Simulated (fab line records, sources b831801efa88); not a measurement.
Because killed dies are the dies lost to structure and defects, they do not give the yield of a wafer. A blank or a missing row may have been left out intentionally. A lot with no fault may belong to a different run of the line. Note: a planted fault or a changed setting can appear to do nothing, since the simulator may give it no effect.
Code-filled problem report in 8D (eight disciplines) form + flow sky130 + the parts of the form that need people (team, actions taken, sign-off) are left out

== 1. WHAT IS WRONG ==
VIA2_W_RS at SKY_VIA2_RS_MEAS_22 reads a mean of 0.2564 ohm/sq on 2 wafers of 1 lot; wafers without a fault read 0.2756 ohm/sq with a standard deviation of 0.0025. That is -7.7 standard deviations from the usual mean.
The step: measures by four-point-probe.
The first sign was on wafer L578.1 at day 39 03:08, on film metro-01. The record has a number at this step for 30 wafers belonging to 10 lots. By rule, "out" or "out of limits" means more than 4 standard deviations away from the usual mean. Any other wafer with a number is counted as sound.

== 2. WHAT IT IS, WHAT IT ISN'T ==
| question                    | is                | is not                                                                          |
|-----------------------------|-------------------|---------------------------------------------------------------------------------|
| which readings at this step | VIA2_W_RS         | -                                                                               |
| which lots                  | L578              | L569, L570, L572, L574, L575, L576, L588, L591, L592                            |
| which wafers of those lots  | L578.1, L578.6    | L578.5                                                                          |
| read on which gauges        | film metro-01     | film metro-02, film metro-03                                                    |
| when                        | from day 39 03:08 | up to then (19 sound wafers); but 9 sound wafers of L588, L591, L592 came after |

== 3. SUSPECTS, AND WHAT RULES EACH OUT ==
Counting: a tool at a process step up to the reading stays a suspect if it ran every lot that is out. Sound lots after the first of them don't rule it out here, since some wafers of a struck lot are sound.
- the gauge at SKY_VIA2_RS_MEAS_22 has been ruled out. All the wafers that are out were read on film metro-01, but those of them that SKY_VIA2_CVD_21 has rows for are out there too, on other tools.
- rie diel-02 at SKY_VIA1_ETCH_14 (etches BARC in N2/H2, stops on SiO2, time 45.9 s, target depth 60 nm): kept. The lot that is out, L578, ran on it at day 36 19:57; the last sound lot it ran before that was L572, at day 35 11:05.
- pvd sputter-02 at SKY_VIA2_SPUTTER_20 (material TiN, target thk 20 nm, time 80 s): kept. The lot that is out, L578, ran on it at day 39 02:56; the last sound lot it ran before that was L572, at day 37 19:12.
- cvd w-02 at SKY_VIA2_CVD_21 (deposits W, target thk 420 nm, time 126.4 s): kept. The lot that is out, L578, ran on it at day 39 03:00; the last sound lot it ran before that was L576, at day 38 23:26. Out on those wafers are its own readings of susceptor temp C.
- Within cvd w-02 at SKY_VIA2_CVD_21: the wafers that are out ran in chamber 0; their sound lot-mates ran in chamber 1.
rie diel-02 at SKY_VIA1_ETCH_14, pvd sputter-02 at SKY_VIA2_SPUTTER_20 and cvd w-02 at SKY_VIA2_CVD_21 are what is left after counting.

== 4. THE CAUSE (what the simulator had put in) ==
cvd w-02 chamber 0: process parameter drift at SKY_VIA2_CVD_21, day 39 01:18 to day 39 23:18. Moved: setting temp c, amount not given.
Of the 3 suspects that counting leaves, this tool is one.

== 5. SEQUENCE OF EFFECTS, ordered by route ==
One row per reading whose mean, taken over the struck wafers that have a number, lies over 3 standard deviations from the usual. Only readings for which the record gives a usual standard deviation are gone through. hours: the time from each lot's start at the first step in this table that gives one to its start at this step, as a median over the lots. sigmas: the change in usual standard deviations.
| hours | step                 | reading            | usual         | on struck wafers | change  | sigmas |
|-------|----------------------|--------------------|---------------|------------------|---------|--------|
| 0     | SKY_VIA2_CVD_21      | susceptor temp C   | 400.02 C      | 404.43           | +4.41   | +19    |
| 0     | SKY_VIA2_RS_MEAS_22  | VIA2_W_RS          | 0.2756 ohm/sq | 0.2564           | -0.0192 | -7.7   |
| 0     | SKY_VIA2_THK_MEAS_23 | VIA2_W_THK         | 431 nm        | 464              | +33     | +8.0   |
| 0     | SKY_VIA2_CMP_24      | time to endpoint s | 100 s         | 110              | +10     | +3.2   |
Its process steps:
- SKY_VIA2_CVD_21: deposits W, target thk 420 nm, time 126.4 s.
- SKY_VIA2_CMP_24: polishes, stops on SiO2, t overpolish 20 s, target thk 0 nm.

== 6. WHAT WOULD HAVE CAUGHT IT SOONER ==
The first out-of-limits reading at a measuring or inspecting step in this record came at day 39 03:08, 2 hours after the fault's start at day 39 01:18.
The tool's own readings at SKY_VIA2_CVD_21 were out on every struck wafer that the step has a row for (susceptor temp C): an alarm limit on them would have fired on the first of those.
Lots out: 1; all had begun SKY_VIA2_CVD_21 on cvd w-02 by day 39 03:08. Tool hold at that time: it would have spared none of them.
